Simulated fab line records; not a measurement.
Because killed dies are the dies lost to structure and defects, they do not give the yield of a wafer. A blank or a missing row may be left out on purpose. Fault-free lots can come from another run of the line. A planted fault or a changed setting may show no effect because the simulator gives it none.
Problem report, 8D (eight disciplines) form, completed by code || flow gf180mcu || the parts of the form that need people (team, actions taken, sign-off) are left out

== 1. PROBLEM STATEMENT ==
Across 3 wafers from 3 lots, MIM_ALCU_RS at GF_MIM_RS_MEAS_10 averages 0.1728 ohm/sq, while fault-free wafers read 0.1608 ohm/sq with a standard deviation of 0.002. Measured from the usual mean, that is +6.0 standard deviations.
The step: measures by four-point-probe.
First seen on wafer L228.3, day 27 17:25, on filmMetro-02. Wafers with a number at this step in the record: 30, from 10 lots. By rule, "out" or "out of limits" means more than 4 standard deviations away from the usual mean. The other wafers with a number count as sound.

== 2. WHAT IT IS, AND WHAT IT ISN'T ==
{"question": "which readings at this step", "is": "MIM_ALCU_RS", "is not": "-"}
{"question": "which lots", "is": "L228, L229, L230", "is not": "L219, L220, L235, L237, L239, L240, L241"}
{"question": "which wafers of those lots", "is": "L228.3, L229.3, L230.6", "is not": "L228.2, L228.4, L229.1, L229.2, L230.2, L230.5"}
{"question": "read on which gauges", "is": "filmMetro-01, filmMetro-02", "is not": "filmMetro-04"}
{"question": "when", "is": "from day 27 17:25", "is not": "up to then (8 sound wafers); but 19 sound wafers of L229, L230, L235, L237, L239, L240, L241 came after"}

== 3. SUSPECTS, AND WHAT RULES EACH OUT ==
Counting: if a tool at a process step up to the reading ran every lot that is out, it stays a suspect. Sound lots after the first of them don't rule it out here, since some wafers of a struck lot are sound.
- ruled out: the gauge at GF_MIM_RS_MEAS_10. 2 gauges (filmMetro-01, filmMetro-02) read the wafers that are out.
- pvdSputter-04 at GF_MIM_SPUTTER_08 (material AlCu, target thk 200 nm, time 10.6 s): kept. Every lot that is out went through it, the first being L228 (day 27 17:20); the last sound lot it ran before that was L220 (day 25 02:44).
After counting, what remains is pvdSputter-04 at GF_MIM_SPUTTER_08.

== 4. THE CAUSE (what the simulator had put in) ==
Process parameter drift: pvdSputter-04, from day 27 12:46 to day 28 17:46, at GF_MIM_SPUTTER_08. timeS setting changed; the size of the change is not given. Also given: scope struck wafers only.
Counting left only this tool.

== 5. THE EFFECT CHAIN, in route order ==
Rows list readings where the struck wafers' mean (over those with a number) sits beyond 3 standard deviations from the usual. Only readings whose record carries a usual standard deviation are examined. hours: median over the lots of the time between each lot's start at the first step of this table that gives one and its start at this step. sigmas: the change, counted in usual standard deviations.
{"hours": 0, "step": "GF_MIM_RS_MEAS_10", "reading": "MIM_ALCU_RS", "usual": "0.1608 ohm/sq", "on struck wafers": 0.1728, "change": "+0.0120", "sigmas": "+6.0"}
{"hours": 0, "step": "GF_MIM_THK_MEAS_11", "reading": "MIM_ALCU_THK", "usual": "199.1 nm", "on struck wafers": 185.7, "change": -13.4, "sigmas": -5.0}
{"hours": 19, "step": "GF_MIM_METAL_ETCH_19", "reading": "oesProductAu", "usual": "0.940 a.u.", "on struck wafers": 0.915, "change": -0.025, "sigmas": -3.9}
Process steps it contains:
- GF_MIM_METAL_ETCH_19: etches the open film in Cl2/BCl3, stops on Si3N4, target depth 324.5 nm, time 54.1 s.

== 6. WHAT WOULD HAVE CAUGHT IT SOONER ==
In this record the first reading out of limits at a measuring or inspecting step was taken at day 27 17:25, 5 hours after the fault began at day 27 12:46.
Of the tool readings at GF_MIM_SPUTTER_08 for which the record gives a usual standard deviation, none was out on any struck wafer, so an alarm limit of 4 standard deviations on them would not have fired.
L229, L230, from the lots that are out (3), started GF_MIM_SPUTTER_08 on pvdSputter-04 later than day 27 17:25. A hold on the tool at that time would have spared those 2.
